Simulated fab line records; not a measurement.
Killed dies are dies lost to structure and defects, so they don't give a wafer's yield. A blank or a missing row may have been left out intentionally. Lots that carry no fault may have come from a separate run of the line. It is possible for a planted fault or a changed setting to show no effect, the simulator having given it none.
One fault seen from 2 desks    flow gf180mcu    each desk has only its own numbers; what lay behind them comes last

## METROLOGY DESK
What the gauges read for every lot (on any tool): the sampled wafers with a number, averaged. Marked OUT: a lot whose mean sits more than 4 standard deviations from the usual mean, which makes it out of limits; the brackets give that distance.
Columns: A = MVPSD_TW at GF_MVPSD_TW_MEAS_11, usual 553.9; B = VT_IMPLANT_3_TW at GF_VT_IMPLANT_TW_MEAS_32, usual 267.5; C = VT_IMPLANT_4_TW at GF_VT_IMPLANT_TW_MEAS_43, usual 688
lot   first seen here  A      B      C
L726  day 5 03:38      557.4  267.2  684
L729  day 5 21:25      556.8  269.1  691
L730  day 6 01:08      556.6  265.7  685
L731  day 6 07:19      554.6  268.7  691
L732  day 6 11:02      555.3  267.0  689
L733  day 6 18:20      555.4  269.0  686
L734  day 7 00:07      553.0  268.7  689
L736  day 7 11:32      551.3  266.9  683
L738  day 8 01:09      554.3  268.3  684
L739  day 8 05:01      553.3  264.1  748 (+14) OUT
L740  day 8 12:41      553.3  265.8  693
L741  day 8 17:00      554.7  267.8  686
L743  day 9 04:53      552.5  267.7  747 (+14) OUT
L748  day 10 12:00     555.9  267.7  685
This desk reports L739, L743 out of limits; the earliest was L739 at day 11 03:47 (VT_IMPLANT_4_TW at GF_VT_IMPLANT_TW_MEAS_43). In limits: L726, L729, L730, L731, L732, L733, L734, L736, L738, L740, L741, L748.

## THE TOOL OWNER'S DESK: implanter-01
For each lot that ran on this tool, the mean over its sampled wafers that have a number, from the tool's own readings at GF_VT_IMPLANT_IMPLANT_41. Marked OUT: a lot whose mean sits more than 4 standard deviations from the usual mean, which makes it out of limits; the brackets give that distance.
Columns: A = doseIonsCm2 at GF_VT_IMPLANT_IMPLANT_41, usual 1.0132e+12; B = faradayCurrentUA at GF_VT_IMPLANT_IMPLANT_41, usual 5.71
lot   first seen here  A                             B
L733  day 9 10:40      1.0145e+12                    5.78
L734  day 9 17:53      1.0139e+12                    5.71
L736  day 10 05:28     1.0127e+12                    5.73
L739  day 11 03:32     1.2903e+12 (+99 or more) OUT  7.09 (+13) OUT
L743  day 12 03:32     1.2889e+12 (+99 or more) OUT  7.33 (+15) OUT
This desk's verdict: out of limits on L739, L743, starting with L739 at day 11 03:32 (doseIonsCm2 at GF_VT_IMPLANT_IMPLANT_41). In limits: L733, L734, L736.

## BROUGHT TOGETHER
An alarm could have come from the tool owner's desk at day 11 03:32, on L739, L743.
On L739, L743, the metrology desk was in a position to raise an alarm at day 11 03:47.
All the named lots went through GF_VT_IMPLANT_IMPLANT_41 on implanter-01.

## WHAT THE SIMULATOR HAD INSERTED
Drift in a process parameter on implanter-01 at GF_VT_IMPLANT_IMPLANT_41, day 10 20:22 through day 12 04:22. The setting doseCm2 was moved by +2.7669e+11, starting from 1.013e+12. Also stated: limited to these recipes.
Struck lots among those shown: L739, L743.
Counting hours from when the fault started, the first reading out of limits came at 7 for the tool owner's desk and at 7 for the metrology desk.
